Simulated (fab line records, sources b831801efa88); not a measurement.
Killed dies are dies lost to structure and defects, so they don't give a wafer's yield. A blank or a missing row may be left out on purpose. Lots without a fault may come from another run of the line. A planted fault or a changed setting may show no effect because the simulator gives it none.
fab line records | flow gf180mcu | part 1 of 2: steps 1 to 27 of 40
record lots=5 wafers=15 last_day=33
route steps=602 shown HV_LDD@207 NSD@235
lots that met no fault: from a run of the same line without faults
start_h: hours from the record's first day to the start of the lot's first wafer shown | wait_h: hours since the lot's step before | " the same as in the row above | L1.1+2: a row that stands for several wafers | - no value, or no start given | * or withheld: withheld | < > ~ a bound
route shown NAME@n: a module of which the file shows steps, and the number in the route of the first | usual: mean/standard deviation of fault-free wafers | same: alike in all rows | chamber/n: place in a boat | sites: the reading at each site | _std_site: their standard deviation | _edge_site: outer sites' mean less inner sites' | radius_mm: how far each site lies from the wafer's centre | mask NAME#n: copy n | behind: the tool/chamber that last shaped the wafer | hold: why the lot was held/for how many hours/how that ended | device: the transistor (n, p or np) that didn't switch | end of line: the same wafers' tests at the end of the route | a step without rows: its recipe alone | killed: dies lost to structure and defects at the first sort, not the wafer's yield | map: a wafer's dies, x killed, . not, _ none there
set.NAME: the setting as run; set.NAME@STEP: as run at that earlier step | model.NAME: the simulator's own value behind a step, which no gauge read
lots at some steps of the route; a table a step, a row a wafer
services: from which hour (start_h, from the record's first day; less than 0 if before it) a tool's chamber was out of use, for how many hours, and why
## steps
# step GF_HV_LDD_CD_MEAS_31
# recipe target_cd_nm=400
# usual cd_nm=400.3/2.6
# columns lot.wafer tool chamber start_h wait_h cd_nm
L074.2 cd_sem-01 - 254.46 0.1 400.9
L074.3 " - " " 399.0
L074.5 " - " " 399.3
L077.2 cd_sem-02 - 274.61 0.2 401.2
L077.5 " - " " 399.4
L077.6 " - " " 400.1
L079.1 cd_sem-01 - 291.09 0.1 399.6
L079.2 " - " " 397.0
L079.4 " - " " 398.8
L091.1 cd_sem-02 - 386.87 0.1 398.5
L091.3 " - " " 400.7
L091.6 " - " " 400.8
L092.4 cd_sem-01 - 403.18 0.1 399.7
L092.5 " - " " 398.0
L092.6 " - " " 398.8
# step GF_HV_LDD_OVL_MEAS_32
# usual HV_LDD_02_OVL=-0.1/1.3
# columns lot.wafer tool chamber start_h wait_h HV_LDD_02_OVL[nm]
L074.2 overlay-02 - 254.57 0.1 -1.3
L074.3 " - " " 0.0
L074.5 " - " " 0.0
L077.2 overlay-02 - 274.72 0.1 1.1
L077.5 " - " " 0.0
L077.6 " - " " -0.3
L079.1 overlay-01 - 291.21 0.1 0.7
L079.2 " - " " 2.0
L079.4 " - " " -0.9
L091.1 overlay-02 - 386.99 0.1 0.3
L091.3 " - " " -0.5
L091.6 " - " " 0.0
L092.4 overlay-02 - 403.26 0.1 -1.3
L092.5 " - " " -1.4
L092.6 " - " " -1.0
# step GF_HV_LDD_IMPLANT_33
# recipe species=P energy_kev=60 dose_cm2=7.5e+12 tilt_deg=30 rotation_deg=0
# usual dose_ions_cm2=7.502e+12/7.6e+09
# same implant_ion_amu=31
# columns lot.wafer tool chamber start_h wait_h dose_ions_cm2
L074.2 implanter-03 0 254.62 0.0 7.491e+12
L074.3 " 0 " " 7.504e+12
L074.5 " 0 " " 7.504e+12
L077.2 implanter-03 0 274.77 0.0 7.502e+12
L077.5 " 0 " " 7.499e+12
L077.6 " 0 " " 7.504e+12
L079.1 implanter-03 0 291.24 0.0 7.503e+12
L079.2 " 0 " " 7.507e+12
L079.4 " 0 " " 7.501e+12
L091.1 implanter-02 0 387.03 0.0 7.501e+12
L091.3 " 0 " " 7.513e+12
L091.6 " 0 " " 7.509e+12
L092.4 implanter-02 0 403.36 0.1 7.489e+12
L092.5 " 0 " " 7.487e+12
L092.6 " 0 " " 7.496e+12
# step GF_HV_LDD_IMPLANT_34
# recipe species=P energy_kev=60 dose_cm2=7.5e+12 tilt_deg=30 rotation_deg=90
# usual dose_ions_cm2=7.499e+12/8.9e+09
# same implant_ion_amu=31
# columns lot.wafer tool chamber start_h wait_h dose_ions_cm2
L074.2 implanter-03 0 254.77 0.1 7.488e+12
L074.3 " 0 " " 7.497e+12
L074.5 " 0 " " 7.496e+12
L077.2 implanter-03 0 274.92 0.1 7.508e+12
L077.5 " 0 " " 7.505e+12
L077.6 " 0 " " 7.5e+12
L079.1 implanter-03 0 291.39 0.1 7.499e+12
L079.2 " 0 " " 7.498e+12
L079.4 " 0 " " 7.508e+12
L091.1 implanter-02 0 387.18 0.1 7.496e+12
L091.3 " 0 " " 7.497e+12
L091.6 " 0 " " 7.483e+12
L092.4 implanter-02 0 403.51 0.1 7.492e+12
L092.5 " 0 " " 7.498e+12
L092.6 " 0 " " 7.504e+12
# step GF_HV_LDD_IMPLANT_35
# recipe species=P energy_kev=60 dose_cm2=7.5e+12 tilt_deg=30 rotation_deg=180
# usual dose_ions_cm2=7.501e+12/9.2e+09
# same implant_ion_amu=31
# columns lot.wafer tool chamber start_h wait_h dose_ions_cm2
L074.2 implanter-03 0 254.92 0.1 7.495e+12
L074.3 " 0 " " 7.507e+12
L074.5 " 0 " " 7.508e+12
L077.2 implanter-03 0 275.07 0.1 7.503e+12
L077.5 " 0 " " 7.508e+12
L077.6 " 0 " " 7.493e+12
L079.1 implanter-03 0 291.54 0.1 7.504e+12
L079.2 " 0 " " 7.498e+12
L079.4 " 0 " " 7.513e+12
L091.1 implanter-02 0 387.33 0.1 7.49e+12
L091.3 " 0 " " 7.498e+12
L091.6 " 0 " " 7.488e+12
L092.4 implanter-02 0 403.66 0.1 7.506e+12
L092.5 " 0 " " 7.505e+12
L092.6 " 0 " " 7.497e+12
# step GF_HV_LDD_IMPLANT_36
# recipe species=P energy_kev=60 dose_cm2=7.5e+12 tilt_deg=30 rotation_deg=270
# usual dose_ions_cm2=7.5e+12/8.1e+09
# same implant_ion_amu=31
# columns lot.wafer tool chamber start_h wait_h dose_ions_cm2
L074.2 implanter-03 0 255.07 0.1 7.503e+12
L074.3 " 0 " " 7.499e+12
L074.5 " 0 " " 7.492e+12
L077.2 implanter-03 0 275.22 0.1 7.494e+12
L077.5 " 0 " " 7.501e+12
L077.6 " 0 " " 7.493e+12
L079.1 implanter-03 0 291.69 0.1 7.507e+12
L079.2 " 0 " " 7.509e+12
L079.4 " 0 " " 7.493e+12
L091.1 implanter-02 0 387.48 0.1 7.496e+12
L091.3 " 0 " " 7.496e+12
L091.6 " 0 " " 7.495e+12
L092.4 implanter-02 0 403.81 0.1 7.496e+12
L092.5 " 0 " " 7.492e+12
L092.6 " 0 " " 7.498e+12
# step GF_HV_LDD_STRIP_37
# recipe chemistry=O2/N2 power_w=1400 pressure_mtorr=1500 platen_temp_c=250 o2_flow_sccm=3000 n2_flow_sccm=300 overash_fraction=0.5
# usual drypump_motor_current_A=6.1/0.42 heater_power_w=353/32 oes_product_au=0.717/0.0042 strip_time_to_endpoint_s=12.59/0.035
# columns lot.wafer tool chamber start_h wait_h drypump_motor_current_A heater_power_w oes_product_au rf_hours_counter_h strip_time_to_endpoint_s
L074.2 plasma_asher-01 0 255.20 0.1 6.6 330 0.715 15 12.62
L074.3 " 1 " " 6.2 349 0.716 - 12.65
L074.5 " 1 " " 6.2 342 0.714 - 12.63
L077.2 plasma_asher-01 1 275.35 0.1 6.2 339 0.716 17 12.63
L077.5 " 0 " " 6.6 333 0.711 - 12.64
L077.6 " 1 " " 6.2 351 0.720 - 12.58
L079.1 plasma_asher-03 0 291.84 0.1 5.5 309 0.726 54 12.61
L079.2 " 1 " " 5.5 325 0.719 54 12.62
L079.4 " 1 " " 5.5 323 0.719 - 12.62
L091.1 plasma_asher-01 1 387.63 0.1 6.2 340 0.714 29 12.62
L091.3 " 1 " " 6.2 339 0.715 - 12.64
L091.6 " 1 " " 6.2 341 0.714 - 12.57
L092.4 plasma_asher-02 0 403.91 0.1 5.6 398 0.715 - 12.55
L092.5 " 1 " " 5.8 406 0.722 - 12.60
L092.6 " 0 " " 5.6 396 0.715 - 12.56
# step GF_HV_LDD_TW_MEAS_38
# usual HV_LDD_3_TW=1423/15
# columns lot.wafer tool chamber start_h wait_h HV_LDD_3_TW
L074.2 film_metro-04 - 255.31 0.1 1420
L074.3 " - " " 1421
L074.5 " - " " 1416
L077.2 film_metro-01 - 275.46 0.1 1408
L077.5 " - " " 1412
L077.6 " - " " 1403
L079.1 film_metro-01 - 291.94 0.1 1403
L079.2 " - " " 1416
L079.4 " - " " 1404
L091.1 film_metro-03 - 387.73 0.1 1444
L091.3 " - " " 1446
L091.6 " - " " 1447
L092.4 film_metro-03 - 404.01 0.1 1441
L092.5 " - " " 1444
L092.6 " - " " 1446
# step GF_HV_LDD_DEHYDRATE_39
# recipe temp_c=200 time_s=60
# columns lot.wafer tool chamber start_h wait_h
L074.2+3+5 litho_track-02 0 264.55 9.2
L077.2+5+6 litho_track-03 0 283.76 8.3
L079.1+2+4 litho_track-02 0 301.62 9.7
L091.1+3+6 litho_track-04 0 398.82 11.1
L092.4+5+6 litho_track-04 0 414.40 10.4
# step GF_HV_LDD_HMDS_40
# recipe prime_time_s=60 prime_temp_c=120
# columns lot.wafer tool chamber start_h wait_h
L074.2+3+5 litho_track-02 0 264.70 0.1
L077.2+5+6 litho_track-03 0 283.91 0.1
L079.1+2+4 litho_track-02 0 301.77 0.1
L091.1+3+6 litho_track-04 0 398.97 0.1
L092.4+5+6 litho_track-04 0 414.55 0.1
# step GF_HV_LDD_COAT_41
# recipe resist=NOVOLAK spin_rpm=3000 resist_thk_nm=1000
# columns lot.wafer tool chamber start_h wait_h
L074.2+3+5 litho_track-02 0 264.85 0.1
L077.2+5+6 litho_track-03 0 284.06 0.1
L079.1+2+4 litho_track-02 0 301.92 0.1
L091.1+3+6 litho_track-04 0 399.12 0.1
L092.4+5+6 litho_track-04 0 414.70 0.1
# step GF_HV_LDD_SOFTBAKE_42
# recipe temp_c=90 time_s=60 resist=NOVOLAK
# columns lot.wafer tool chamber start_h wait_h
L074.2+3+5 litho_track-02 0 265.00 0.1
L077.2+5+6 litho_track-03 0 284.21 0.1
L079.1+2+4 litho_track-02 0 302.07 0.1
L091.1+3+6 litho_track-04 0 399.27 0.1
L092.4+5+6 litho_track-04 0 414.85 0.1
# step GF_HV_LDD_EXPOSE_43
# recipe mask_id=Pplus_HV_AREA target_cd_nm=400 na=0.6 source_shape=conventional sigma_outer=0.6 dose_mj=140
# columns lot.wafer tool chamber start_h wait_h mask
L074.2+3+5 iline_stepper-02 0 - - Pplus_HV_AREA#0
L077.2+5+6 iline_stepper-02 0 - - Pplus_HV_AREA#0
L079.1+2+4 iline_stepper-02 0 - - Pplus_HV_AREA#0
L091.1+3+6 iline_stepper-01 0 - - Pplus_HV_AREA#0
L092.4+5+6 iline_stepper-02 0 - - Pplus_HV_AREA#0
# step GF_HV_LDD_PEB_44
# recipe temp_c=withheld time_s=* resist=NOVOLAK
# columns lot.wafer tool chamber start_h wait_h
L074.2+3+5 litho_track-02 0 - -
L077.2+5+6 litho_track-04 0 - -
L079.1+2+4 litho_track-03 0 - -
L091.1+3+6 litho_track-04 0 - -
L092.4+5+6 litho_track-04 0 - -
# step GF_HV_LDD_DEVELOP_45
# recipe develop_time_s=60 dev_temp_c=23.49
# columns lot.wafer tool chamber start_h wait_h
L074.2+3+5 litho_track-02 0 274.35 0.1
L077.2+5+6 litho_track-04 0 293.15 0.1
L079.1+2+4 litho_track-03 0 312.29 0.1
L091.1+3+6 litho_track-04 0 410.32 0.1
L092.4+5+6 litho_track-04 0 427.40 0.1
# step GF_HV_LDD_CD_MEAS_46
# recipe target_cd_nm=400
# usual cd_nm=398.9/2.2
# columns lot.wafer tool chamber start_h wait_h cd_nm
L074.2 cd_sem-02 - 274.49 0.1 398.8
L074.3 " - " " 397.8
L074.5 " - " " 399.8
L077.2 cd_sem-01 - 293.30 0.1 397.4
L077.5 " - " " 398.7
L077.6 " - " " 397.6
L079.1 cd_sem-01 - 312.44 0.1 401.8
L079.2 " - " " 399.7
L079.4 " - " " 400.1
L091.1 cd_sem-02 - 410.47 0.1 398.3
L091.3 " - " " 399.1
L091.6 " - " " 398.4
L092.4 cd_sem-01 - 427.53 0.1 400.6
L092.5 " - " " 400.9
L092.6 " - " " 398.9
# step GF_HV_LDD_OVL_MEAS_47
# usual HV_LDD_03_OVL=0.1/1.1
# columns lot.wafer tool chamber start_h wait_h HV_LDD_03_OVL[nm]
L074.2 overlay-02 - 274.60 0.1 -0.4
L074.3 " - " " -1.0
L074.5 " - " " -0.6
L077.2 overlay-01 - 293.40 0.1 -0.1
L077.5 " - " " -0.4
L077.6 " - " " 0.0
L079.1 overlay-01 - 312.56 0.1 -0.9
L079.2 " - " " 0.3
L079.4 " - " " -0.1
L091.1 overlay-01 - 410.59 0.1 0.0
L091.3 " - " " 0.1
L091.6 " - " " 0.8
L092.4 overlay-02 - 427.61 0.1 -2.0
L092.5 " - " " -1.0
L092.6 " - " " -0.1
# step GF_HV_LDD_IMPLANT_48
# recipe species=B energy_kev=25 dose_cm2=3e+13 tilt_deg=7
# usual dose_ions_cm2=3e+13/3.6e+10
# same implant_ion_amu=11
# columns lot.wafer tool chamber start_h wait_h dose_ions_cm2
L074.2 implanter-02 0 274.65 0.0 3.001e+13
L074.3 " 0 " " 3e+13
L074.5 " 0 " " 3.003e+13
L077.2 implanter-01 0 293.46 0.0 2.998e+13
L077.5 " 0 " " 2.999e+13
L077.6 " 0 " " 2.999e+13
L079.1 implanter-01 0 312.59 0.0 2.995e+13
L079.2 " 0 " " 3.003e+13
L079.4 " 0 " " 2.999e+13
L091.1 implanter-01 0 410.63 0.0 3.002e+13
L091.3 " 0 " " 2.998e+13
L091.6 " 0 " " 3e+13
L092.4 implanter-01 0 427.70 0.1 3.004e+13
L092.5 " 0 " " 3.007e+13
L092.6 " 0 " " 3.003e+13
# step GF_HV_LDD_STRIP_49
# recipe chemistry=O2/N2 power_w=1400 pressure_mtorr=1500 platen_temp_c=250 o2_flow_sccm=3000 n2_flow_sccm=300 overash_fraction=0.5
# usual drypump_motor_current_A=5.9/0.43 heater_power_w=347/34 oes_product_au=0.716/0.0047 strip_time_to_endpoint_s=12.63/0.037
# columns lot.wafer tool chamber start_h wait_h drypump_motor_current_A heater_power_w oes_product_au rf_hours_counter_h strip_time_to_endpoint_s
L074.2 plasma_asher-01 0 274.78 0.1 6.6 338 0.710 17 12.64
L074.3 " 0 " " 6.6 332 0.720 - 12.65
L074.5 " 0 " " 6.6 334 0.717 - 12.62
L077.2 plasma_asher-03 0 293.58 0.1 5.5 322 0.713 54 12.65
L077.5 " 1 " " 5.5 317 0.717 - 12.68
L077.6 " 0 " " 5.5 318 0.715 - 12.68
L079.1 plasma_asher-03 1 312.74 0.1 5.5 323 0.721 56 12.62
L079.2 " 0 " " 5.5 314 0.718 56 12.62
L079.4 " 1 " " 5.5 324 0.717 - 12.60
L091.1 plasma_asher-01 1 410.78 0.1 6.2 346 0.717 32 12.60
L091.3 " 1 " " 6.2 333 0.723 - 12.63
L091.6 " 0 " " 6.6 337 0.725 - 12.63
L092.4 plasma_asher-03 0 427.81 0.1 5.4 310 0.715 - 12.64
L092.5 " 0 " " 5.5 315 0.719 - 12.64
L092.6 " 1 " " 5.5 327 0.708 - 12.63
# step GF_HV_LDD_TW_MEAS_50
# usual HV_LDD_4_TW=564/5.9
# columns lot.wafer tool chamber start_h wait_h HV_LDD_4_TW
L074.2 film_metro-04 - 274.89 0.1 565
L074.3 " - " " 569
L074.5 " - " " 563
L077.2 film_metro-03 - 293.69 0.1 570
L077.5 " - " " 569
L077.6 " - " " 568
L079.1 film_metro-03 - 312.84 0.1 566
L079.2 " - " " 572
L079.4 " - " " 570
L091.1 film_metro-04 - 410.88 0.1 557
L091.3 " - " " 556
L091.6 " - " " 559
L092.4 film_metro-03 - 427.91 0.1 572
L092.5 " - " " 575
L092.6 " - " " 573
# step GF_HV_LDD_CLEAN_51
# recipe chemistry=SC1/SC2 mix=1:4:20 temp_c=70 time_s=150 dry=n2_spin
# usual bath_guard_temp_C=69.9/0.41
# columns lot.wafer tool chamber start_h wait_h bath_guard_temp_C
L074.2 wet_bench-04 1 274.94 0.0 69.9
L074.3 " 1 " " 70.0
L074.5 " 1 " " 70.1
L077.2 wet_bench-02 2 293.74 0.0 69.2
L077.5 " 2 " " 69.3
L077.6 " 2 " " 69.4
L079.1 wet_bench-04 3 312.90 0.1 69.9
L079.2 " 3 " " 69.8
L079.4 " 3 " " 69.3
L091.1 wet_bench-03 3 410.94 0.1 70.6
L091.3 " 3 " " 69.7
L091.6 " 3 " " 70.7
L092.4 wet_bench-04 2 427.94 0.0 69.2
L092.5 " 2 " " 69.5
L092.6 " 2 " " 69.8
# step GF_HV_LDD_RTA_52
# recipe temp_c=1000 time_s=10 ambient=N2
# usual lamp_power_pct=30/3.1 wafer_temp_C_max=1003.5/1
# columns lot.wafer tool chamber start_h wait_h lamp_power_pct wafer_temp_C_max
L074.2 rtp_anneal-02 0 275.00 0.0 27 1002.2
L074.3 " 0 " " 27 1003.1
L074.5 " 0 " " 27 1002.1
L077.2 rtp_anneal-01 0 293.80 0.0 33 1004.8
L077.5 " 0 " " 33 1004.5
L077.6 " 0 " " 33 1004.4
L079.1 rtp_anneal-01 0 312.95 0.0 33 1004.1
L079.2 " 0 " " 33 1003.6
L079.4 " 0 " " 33 1005.2
L091.1 rtp_anneal-01 0 411.00 0.0 33 1003.3
L091.3 " 0 " " 33 1003.8
L091.6 " 0 " " 33 1003.3
L092.4 rtp_anneal-02 0 428.02 0.0 27 1002.9
L092.5 " 0 " " 27 1003.3
L092.6 " 0 " " 27 1004.0
# step GF_HV_LDD_RS_MEAS_53
# recipe thk_meas_gauge=four-point-probe
# usual HV_LDD_RS=418.2/0.83
# columns lot.wafer tool chamber start_h wait_h HV_LDD_RS[ohm/sq]
L074.2 film_metro-01 - 275.08 0.1 418.1
L074.3 " - " " 418.1
L074.5 " - " " 419.6
L077.2 film_metro-01 - 293.88 0.1 419.1
L077.5 " - " " 418.8
L077.6 " - " " 418.2
L079.1 film_metro-01 - 313.02 0.1 417.8
L079.2 " - " " 418.1
L079.4 " - " " 417.2
L091.1 film_metro-04 - 411.07 0.1 420.0
L091.3 " - " " 419.6
L091.6 " - " " 420.1
L092.4 film_metro-01 - 428.12 0.1 417.3
L092.5 " - " " 417.1
L092.6 " - " " 417.2
# step GF_HV_LDD_CVD_54
# recipe material=SiO2 target_thk_nm=10 precursor=TEOS temp_c=680 time_s=75 pressure_mtorr=400
# columns lot.wafer tool chamber start_h wait_h
L074.2+3+5 lpcvd-01 1 275.18 0.1
L077.2+5+6 lpcvd-02 0 293.98 0.1
L079.1+2+4 lpcvd-01 1 313.14 0.1
L091.1+3+6 lpcvd-02 1 411.19 0.1
L092.4+5+6 lpcvd-02 1 428.18 0.0
# step GF_HV_LDD_THK_MEAS_55
# recipe reads=SiO2_of_HV_LDD_CVD_54
# usual HV_LDD_CVD_54_THK=10.01/0.12
# columns lot.wafer tool chamber start_h wait_h HV_LDD_CVD_54_THK[nm]
L074.2 film_metro-01 - 276.21 0.0 10.18
L074.3 " - " " 10.14
L074.5 " - " " 10.09
L077.2 film_metro-01 - 295.01 0.0 9.95
L077.5 " - " " 10.00
L077.6 " - " " 9.95
L079.1 film_metro-01 - 314.16 0.0 10.15
L079.2 " - " " 10.20
L079.4 " - " " 10.05
L091.1 film_metro-04 - 412.29 0.1 10.13
L091.3 " - " " 10.28
L091.6 " - " " 10.17
L092.4 film_metro-03 - 429.74 0.0 10.06
L092.5 " - " " 10.13
L092.6 " - " " 9.99
# step GF_HV_LDD_CVD_56
# recipe material=Si3N4 precursor=DCS/NH3 target_thk_nm=90 temp_c=770 time_s=1509 pressure_mtorr=250
# columns lot.wafer tool chamber start_h wait_h
L074.2+3+5 lpcvd-02 1 276.26 0.0
L077.2+5+6 lpcvd-02 0 295.06 0.0
L079.1+2+4 lpcvd-01 0 314.22 0.1
L091.1+3+6 lpcvd-02 0 412.35 0.1
L092.4+5+6 lpcvd-01 0 429.77 0.0
# step GF_HV_LDD_THK_MEAS_57
# recipe reads=Si3N4_of_HV_LDD_CVD_56
# usual HV_LDD_CVD_56_THK=88.2/0.84
# columns lot.wafer tool chamber start_h wait_h HV_LDD_CVD_56_THK[nm]
L074.2 film_metro-01 - 277.70 0.0 89.0
L074.3 " - " " 88.9
L074.5 " - " " 88.7
L077.2 film_metro-03 - 296.50 0.0 87.6
L077.5 " - " " 87.5
L077.6 " - " " 87.8
L079.1 film_metro-01 - 315.65 0.0 88.3
L079.2 " - " " 88.6
L079.4 " - " " 88.6
L091.1 film_metro-04 - 413.77 0.0 88.7
L091.3 " - " " 89.1
L091.6 " - " " 88.6
L092.4 film_metro-01 - 431.23 0.0 87.2
L092.5 " - " " 87.3
L092.6 " - " " 86.8
